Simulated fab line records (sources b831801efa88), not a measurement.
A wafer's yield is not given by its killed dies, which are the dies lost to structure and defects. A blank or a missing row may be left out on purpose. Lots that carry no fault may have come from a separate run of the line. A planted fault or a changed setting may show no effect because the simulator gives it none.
A sampling plan put to the test :: flow sky130 :: each of the 22 faults these records tell of, on one fab line, judged from the records of the lots it struck
What counts as the plan is the set of the line's own looks, namely the steps on the route at which a gauge or an inspection reads a wafer and does not change it. Where struck wafers have a number at a look and the file lists that look's usual mean and standard deviation on fault-free wafers, the look can be judged. Caught: a look later than the fault's first step finds the struck wafers' mean 4 or more of those standard deviations (sigma) from the usual mean. On the tool: the identical test, applied to the tool's own readings at the steps of the fault. Another recipe on the struck wafers, or a record that is blank for them alone, also counts as caught.

THE FAULTS, as the simulator had put them in
1. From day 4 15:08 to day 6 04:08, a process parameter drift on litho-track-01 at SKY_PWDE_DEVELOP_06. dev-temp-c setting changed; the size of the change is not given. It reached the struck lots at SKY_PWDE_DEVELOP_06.
2. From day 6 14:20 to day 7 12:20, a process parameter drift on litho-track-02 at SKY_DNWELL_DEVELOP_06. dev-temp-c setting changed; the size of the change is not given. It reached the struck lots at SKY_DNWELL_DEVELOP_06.
3. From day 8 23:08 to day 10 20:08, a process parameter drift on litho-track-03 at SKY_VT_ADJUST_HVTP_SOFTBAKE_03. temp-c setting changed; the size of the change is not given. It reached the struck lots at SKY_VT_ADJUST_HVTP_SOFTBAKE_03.
4. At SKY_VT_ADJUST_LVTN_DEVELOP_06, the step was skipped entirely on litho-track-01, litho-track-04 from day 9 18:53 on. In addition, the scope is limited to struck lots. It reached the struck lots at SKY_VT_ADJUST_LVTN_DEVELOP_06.
5. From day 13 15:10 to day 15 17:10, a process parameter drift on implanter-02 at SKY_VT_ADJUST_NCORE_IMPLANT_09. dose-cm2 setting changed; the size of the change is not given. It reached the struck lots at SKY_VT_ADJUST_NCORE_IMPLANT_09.
6. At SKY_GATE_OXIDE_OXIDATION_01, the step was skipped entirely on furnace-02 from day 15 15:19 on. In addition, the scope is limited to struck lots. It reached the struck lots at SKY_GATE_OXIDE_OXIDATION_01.
7. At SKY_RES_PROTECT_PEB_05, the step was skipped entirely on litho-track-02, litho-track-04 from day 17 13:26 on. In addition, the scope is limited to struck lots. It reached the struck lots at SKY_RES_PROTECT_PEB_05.
8. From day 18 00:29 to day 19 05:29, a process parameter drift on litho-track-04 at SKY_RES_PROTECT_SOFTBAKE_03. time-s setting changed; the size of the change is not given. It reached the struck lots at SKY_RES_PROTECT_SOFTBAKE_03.
9. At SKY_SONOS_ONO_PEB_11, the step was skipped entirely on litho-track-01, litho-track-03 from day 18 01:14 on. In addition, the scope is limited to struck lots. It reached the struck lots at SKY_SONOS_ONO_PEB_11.
10. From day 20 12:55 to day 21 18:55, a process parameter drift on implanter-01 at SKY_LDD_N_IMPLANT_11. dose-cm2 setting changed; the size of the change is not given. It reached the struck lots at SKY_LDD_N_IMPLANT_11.
11. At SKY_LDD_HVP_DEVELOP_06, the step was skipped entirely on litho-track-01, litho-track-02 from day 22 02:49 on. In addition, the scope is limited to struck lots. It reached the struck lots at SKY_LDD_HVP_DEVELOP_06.
12. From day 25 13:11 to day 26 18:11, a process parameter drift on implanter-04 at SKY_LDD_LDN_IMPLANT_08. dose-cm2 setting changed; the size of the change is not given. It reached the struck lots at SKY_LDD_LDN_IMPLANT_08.
13. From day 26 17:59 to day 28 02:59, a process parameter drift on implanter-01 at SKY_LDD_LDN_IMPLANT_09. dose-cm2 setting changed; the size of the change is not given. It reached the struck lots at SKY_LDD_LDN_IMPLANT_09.
14. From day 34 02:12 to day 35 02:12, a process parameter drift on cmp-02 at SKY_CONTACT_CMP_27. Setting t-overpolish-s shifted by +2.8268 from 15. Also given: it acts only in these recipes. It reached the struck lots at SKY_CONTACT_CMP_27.
15. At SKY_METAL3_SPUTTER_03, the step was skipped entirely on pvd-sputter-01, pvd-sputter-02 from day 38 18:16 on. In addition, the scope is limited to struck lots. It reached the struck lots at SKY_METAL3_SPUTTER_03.
16. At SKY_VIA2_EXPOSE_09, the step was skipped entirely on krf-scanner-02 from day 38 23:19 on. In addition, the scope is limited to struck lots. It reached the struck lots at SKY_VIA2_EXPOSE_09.
17. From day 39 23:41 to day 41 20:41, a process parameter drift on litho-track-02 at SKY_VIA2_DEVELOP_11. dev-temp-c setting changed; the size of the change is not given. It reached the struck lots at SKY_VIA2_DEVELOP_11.
18. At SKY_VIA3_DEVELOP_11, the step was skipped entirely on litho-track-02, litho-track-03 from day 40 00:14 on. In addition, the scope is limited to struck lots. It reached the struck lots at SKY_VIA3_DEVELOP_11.
19. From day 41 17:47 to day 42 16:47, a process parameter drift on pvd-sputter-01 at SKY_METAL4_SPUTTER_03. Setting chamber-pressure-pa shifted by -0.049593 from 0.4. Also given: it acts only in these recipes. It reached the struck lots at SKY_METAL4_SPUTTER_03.
20. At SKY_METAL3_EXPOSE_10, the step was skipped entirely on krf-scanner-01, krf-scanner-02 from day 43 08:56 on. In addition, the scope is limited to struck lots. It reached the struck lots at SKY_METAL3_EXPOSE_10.
21. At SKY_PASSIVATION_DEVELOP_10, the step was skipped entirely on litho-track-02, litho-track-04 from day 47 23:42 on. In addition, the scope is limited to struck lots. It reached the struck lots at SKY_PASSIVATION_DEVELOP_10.
22. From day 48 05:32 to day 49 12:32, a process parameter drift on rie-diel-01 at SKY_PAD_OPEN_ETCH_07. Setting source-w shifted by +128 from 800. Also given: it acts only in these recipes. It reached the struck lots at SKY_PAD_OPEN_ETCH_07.

WHAT THE PLAN SAW
fault: 1
on the tool itself: developer-temp-C +7.9 sigma
first look that catches it: not the one look that can be judged after it
reading, sigma: -
median hours from its first step to that look: -
hours from the fault's start to the first struck lot there: -
judged looks passed uncaught: 1

fault: 2
on the tool itself: developer-temp-C +8.4 sigma
first look that catches it: not the one look that can be judged after it
reading, sigma: -
median hours from its first step to that look: -
hours from the fault's start to the first struck lot there: -
judged looks passed uncaught: 1

fault: 3
on the tool itself: heater-power-total-W -30 sigma
first look that catches it: none of the 2 looks that can be judged after it
reading, sigma: -
median hours from its first step to that look: -
hours from the fault's start to the first struck lot there: -
judged looks passed uncaught: 2

fault: 4
on the tool itself: the tool's record is blank for the struck wafers
first look that catches it: none of the 2 looks that can be judged after it
reading, sigma: -
median hours from its first step to that look: -
hours from the fault's start to the first struck lot there: -
judged looks passed uncaught: 2

fault: 5
on the tool itself: dose-ions-cm2 -19 sigma
first look that catches it: none of the 2 looks that can be judged after it
reading, sigma: -
median hours from its first step to that look: -
hours from the fault's start to the first struck lot there: -
judged looks passed uncaught: 2

fault: 6
on the tool itself: the tool's record is blank for the struck wafers
first look that catches it: no look after it can be judged
reading, sigma: -
median hours from its first step to that look: -
hours from the fault's start to the first struck lot there: -
judged looks passed uncaught: 0

fault: 7
on the tool itself: no reading that can be judged
first look that catches it: not the one look that can be judged after it
reading, sigma: -
median hours from its first step to that look: -
hours from the fault's start to the first struck lot there: -
judged looks passed uncaught: 1

fault: 8
on the tool itself: heater-power-total-W +82 sigma
first look that catches it: no look after it can be judged
reading, sigma: -
median hours from its first step to that look: -
hours from the fault's start to the first struck lot there: -
judged looks passed uncaught: 0

fault: 9
on the tool itself: no reading that can be judged
first look that catches it: no look after it can be judged
reading, sigma: -
median hours from its first step to that look: -
hours from the fault's start to the first struck lot there: -
judged looks passed uncaught: 0

fault: 10
on the tool itself: dose-ions-cm2 -99 or beyond sigma
first look that catches it: not the one look that can be judged after it
reading, sigma: -
median hours from its first step to that look: -
hours from the fault's start to the first struck lot there: -
judged looks passed uncaught: 1

fault: 11
on the tool itself: the tool's record is blank for the struck wafers
first look that catches it: no look after it can be judged
reading, sigma: -
median hours from its first step to that look: -
hours from the fault's start to the first struck lot there: -
judged looks passed uncaught: 0

fault: 12
on the tool itself: dose-ions-cm2 +22 sigma
first look that catches it: no look after it can be judged
reading, sigma: -
median hours from its first step to that look: -
hours from the fault's start to the first struck lot there: -
judged looks passed uncaught: 0

fault: 13
on the tool itself: dose-ions-cm2 -99 or beyond sigma
first look that catches it: no look after it can be judged
reading, sigma: -
median hours from its first step to that look: -
hours from the fault's start to the first struck lot there: -
judged looks passed uncaught: 0

fault: 14
on the tool itself: overpolish-run-s +99 or beyond sigma
first look that catches it: not the one look that can be judged after it
reading, sigma: -
median hours from its first step to that look: -
hours from the fault's start to the first struck lot there: -
judged looks passed uncaught: 1

fault: 15
on the tool itself: the tool's record is blank for the struck wafers
first look that catches it: no look after it can be judged
reading, sigma: -
median hours from its first step to that look: -
hours from the fault's start to the first struck lot there: -
judged looks passed uncaught: 0

fault: 16
on the tool itself: no reading that can be judged
first look that catches it: no look after it can be judged
reading, sigma: -
median hours from its first step to that look: -
hours from the fault's start to the first struck lot there: -
judged looks passed uncaught: 0

fault: 17
on the tool itself: developer-temp-C +20 sigma
first look that catches it: no look after it can be judged
reading, sigma: -
median hours from its first step to that look: -
hours from the fault's start to the first struck lot there: -
judged looks passed uncaught: 0

fault: 18
on the tool itself: the tool's record is blank for the struck wafers
first look that catches it: no look after it can be judged
reading, sigma: -
median hours from its first step to that look: -
hours from the fault's start to the first struck lot there: -
judged looks passed uncaught: 0

fault: 19
on the tool itself: chamber-pressure-pa -62 sigma
first look that catches it: not the one look that can be judged after it
reading, sigma: -
median hours from its first step to that look: -
hours from the fault's start to the first struck lot there: -
judged looks passed uncaught: 1

fault: 20
on the tool itself: no reading that can be judged
first look that catches it: no look after it can be judged
reading, sigma: -
median hours from its first step to that look: -
hours from the fault's start to the first struck lot there: -
judged looks passed uncaught: 0

fault: 21
on the tool itself: the tool's record is blank for the struck wafers
first look that catches it: no look after it can be judged
reading, sigma: -
median hours from its first step to that look: -
hours from the fault's start to the first struck lot there: -
judged looks passed uncaught: 0

fault: 22
on the tool itself: rf-fwd-power-W +48 sigma
first look that catches it: no look after it can be judged
reading, sigma: -
median hours from its first step to that look: -
hours from the fault's start to the first struck lot there: -
judged looks passed uncaught: 0
A dash: the fault is not caught, or the number is missing from these records.

Caught at a look: 0 of 22. Caught on the tool: 18 of 22. By one or the other: 18 of 22.
Caught on the tool alone: faults 1, 2, 3, 4, 5, 6, 8, 10, 11, 12, 13, 14, 15, 17, 18, 19, 21, 22.
Caught by neither: faults 7, 9, 16, 20.
